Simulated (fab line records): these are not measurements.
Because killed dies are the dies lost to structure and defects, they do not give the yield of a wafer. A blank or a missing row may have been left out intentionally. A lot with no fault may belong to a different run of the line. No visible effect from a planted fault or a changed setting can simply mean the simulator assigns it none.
Struck lot and sound lot, side by side / flow sky130 / 43 out of 708 route steps
Sound: these wafers, L902.1, L902.4, L902.5. Struck: wafers L908.2, L908.4, L908.5. Last of all comes the cause.
Order at every step that has rows: each side's tool, ch and its chambers, its first start. Under that, the readings that differ: sound wafers / struck wafers / difference of the means / sigmas: that difference in standard deviations of wafers without a fault.
alike: same words and numbers on both sides, and readings whose means sit less than 2 such deviations apart. not compared: any withheld reading, any reading some wafer has no value for, any bound like >300 that may hide the same value, and any number with overlapping values for which the record gives no deviation.
Wherever a step has rows on one side only, a row that says differs or no value, or a row with sigmas, the two part there. Numbers that have no deviation but don't overlap get no sigmas and don't part them. A reading that every wafer of one side lacks parts them only if that side has two wafers or more.

first, 6 steps without rows for these wafers: SKY_VIA4_STRIP_13 (strips in O2/N2); SKY_VIA4_STRIP_14 (strips in post etch residue remover, time 1200 s); SKY_VIA4_CLEAN_15 (cleans in IPA, time 180 s); SKY_VIA4_CLEAN_16 (cleans in O3/DIW); SKY_VIA4_SPUTTER_17 (material TiN, target thk 20 nm, time 80 s); SKY_VIA4_CVD_18 (deposits W, target thk 505 nm, time 152.14 s).
SKY_VIA4_RS_MEAS_19: uses a four-point probe to measure.
  sound on film metro-01, day 44 07:13; struck on film metro-01, day 45 05:41
  alike: VIA4_W_RS
SKY_VIA4_THK_MEAS_20: measures by xrf.
  sound on film metro-01, day 44 07:20; struck on film metro-01, day 45 05:48
reading=VIA4_W_THK (nm); sound=497 504 502; struck=518 510 510; difference=+12; sigmas=+2
SKY_VIA4_CMP_21: polishes, stops on SiO2, t overpolish 25 s, target thk 0 nm.
  sound on cmp-01 ch 0,2,3, day 44 07:29; struck on cmp-01 ch 0,2, day 45 05:59
  alike: motor current A, overpolish run s, time to endpoint s
SKY_METAL5_SPUTTER_00: material Ti, target thk 15 nm, time 10 s.
  sound on pvd sputter-04, day 44 07:41; struck on pvd sputter-02, day 45 06:17
reading=chamber pressure pa (Pa); sound=0.3991 0.3982 0.3993; struck=0.4002 0.4013 0.4012; difference=+0.0020; sigmas=+3
  alike: throttle valve pct
SKY_METAL5_SPUTTER_01: material TiN, target thk 20 nm, time 16.7 s.
  sound on pvd sputter-04, day 44 07:43; struck on pvd sputter-02, day 45 06:19
  alike: chamber pressure pa, throttle valve pct
then, 1 step without rows for these wafers: SKY_METAL5_SPUTTER_02 (material AlCu, target thk 1150 nm, time 61.2 s).
SKY_METAL5_SPUTTER_03: material Ti, target thk 5 nm, time 3.3 s.
  sound on pvd sputter-04, day 44 07:47; struck on pvd sputter-02, day 45 06:23
  alike: chamber pressure pa, throttle valve pct
SKY_METAL5_SPUTTER_04: material TiN, target thk 70 nm, time 58.3 s.
  sound on pvd sputter-04, day 44 07:48; struck on pvd sputter-02, day 45 06:24
reading=chamber pressure pa (Pa); sound=0.3999 0.4010 0.4010; struck=0.3988 0.4000 0.3986; difference=-0.0015; sigmas=-2
  alike: throttle valve pct
SKY_METAL5_RS_MEAS_05: uses a four-point probe to measure.
  sound on film metro-04, day 44 07:51; struck on film metro-03, day 45 06:28
  alike: METAL5_ALCU_RS
SKY_METAL5_THK_MEAS_06: measures by xrf.
  sound on film metro-04, day 44 07:58; struck on film metro-03, day 45 06:35
  alike: METAL5_ALCU_THK
then, 8 steps without rows for these wafers: SKY_METAL5_DEHYDRATE_07 (time 60 s); SKY_METAL5_HMDS_08 (prime time 60 s); SKY_METAL5_COAT_09 (resist thk 1800 nm); SKY_METAL5_SOFTBAKE_10 (time 60 s); SKY_METAL5_EXPOSE_11 (exposes mask MM5, target cd 1600 nm); SKY_METAL5_PEB_12; SKY_METAL5_DEVELOP_13 (develop time 60 s); SKY_METAL5_DESCUM_14 (chemistry O2, time 11 s).
SKY_METAL5_METAL_ETCH_15: etches the open film in Cl2/BCl3, stops on SiO2, target depth 1260 nm, time 252 s.
  sound on rie metal-01 ch 0,1, day 45 05:42; struck on rie metal-01 ch 0,1, day 46 03:12
  alike: drypump motor current A, oes product au, throttle valve pct
  not compared: rf hours counter h
then, 5 steps without rows for these wafers: SKY_METAL5_STRIP_16 (strips in O2/N2); SKY_METAL5_STRIP_17 (strips in post etch residue remover, time 1200 s); SKY_METAL5_CLEAN_18 (cleans in IPA, time 180 s); SKY_METAL5_CLEAN_19 (cleans in O3/DIW); SKY_PASSIVATION_CVD_00 (deposits SiO2, target thk 90 nm).
SKY_PASSIVATION_THK_MEAS_01:
  sound on film metro-02, day 45 06:37; struck on film metro-02, day 46 04:04
  alike: PASSIVATION_CVD_00_THK
then, 1 step without rows for these wafers: SKY_PASSIVATION_CVD_02 (deposits Si3N4, target thk 540 nm).
SKY_PASSIVATION_THK_MEAS_03:
  sound on film metro-03, day 45 06:55; struck on film metro-02, day 46 04:20
  alike: PASSIVATION_CVD_02_THK
then, 9 steps without rows for these wafers: SKY_PASSIVATION_DEHYDRATE_04 (time 60 s); SKY_PASSIVATION_HMDS_05 (prime time 60 s); SKY_PASSIVATION_COAT_06 (resist thk 3000 nm); SKY_PASSIVATION_SOFTBAKE_07; SKY_PASSIVATION_EXPOSE_08 (exposes mask NSM, target cd 3000 nm); SKY_PASSIVATION_PEB_09; SKY_PASSIVATION_DEVELOP_10 (develop time 60 s); SKY_PASSIVATION_ETCH_11 (etches the open film in CF4/O2, stops on AlCu, target depth 725 nm, time 161.1 s); SKY_PASSIVATION_STRIP_12 (strips in O2/N2).
SKY_PAD_OPEN_PROBE_99:
  sound on prober-02, day 47 02:45; struck on prober-01, day 47 23:13
  no value came back on the struck wafers for model.etest.tester.sort n pass, model.etest.tester.sort yield pct (%), model.etest.tester.sort_bin_5_pct (%), model.etest.tester.sort_bin_3_pct (%); on the sound wafers model.etest.tester.sort n pass reads 407 413 406
reading=killed_at_M4_up; sound=4 3 2; struck=58 46 50; difference=+48; sigmas=+27
reading=killed dies; sound=85 79 86; struck=124 111 124; difference=+36; sigmas=+3
  alike: killed_at_M0_to_M3, killed at contacts, killed at front end, killed at other, killed open, killed short
  not compared: model.etest.tip sonos.rs ohm sq

WHERE THEY PART
Earliest at SKY_VIA4_THK_MEAS_20; latest, in this record, at SKY_PAD_OPEN_PROBE_99.

WHY: what the simulator had put in
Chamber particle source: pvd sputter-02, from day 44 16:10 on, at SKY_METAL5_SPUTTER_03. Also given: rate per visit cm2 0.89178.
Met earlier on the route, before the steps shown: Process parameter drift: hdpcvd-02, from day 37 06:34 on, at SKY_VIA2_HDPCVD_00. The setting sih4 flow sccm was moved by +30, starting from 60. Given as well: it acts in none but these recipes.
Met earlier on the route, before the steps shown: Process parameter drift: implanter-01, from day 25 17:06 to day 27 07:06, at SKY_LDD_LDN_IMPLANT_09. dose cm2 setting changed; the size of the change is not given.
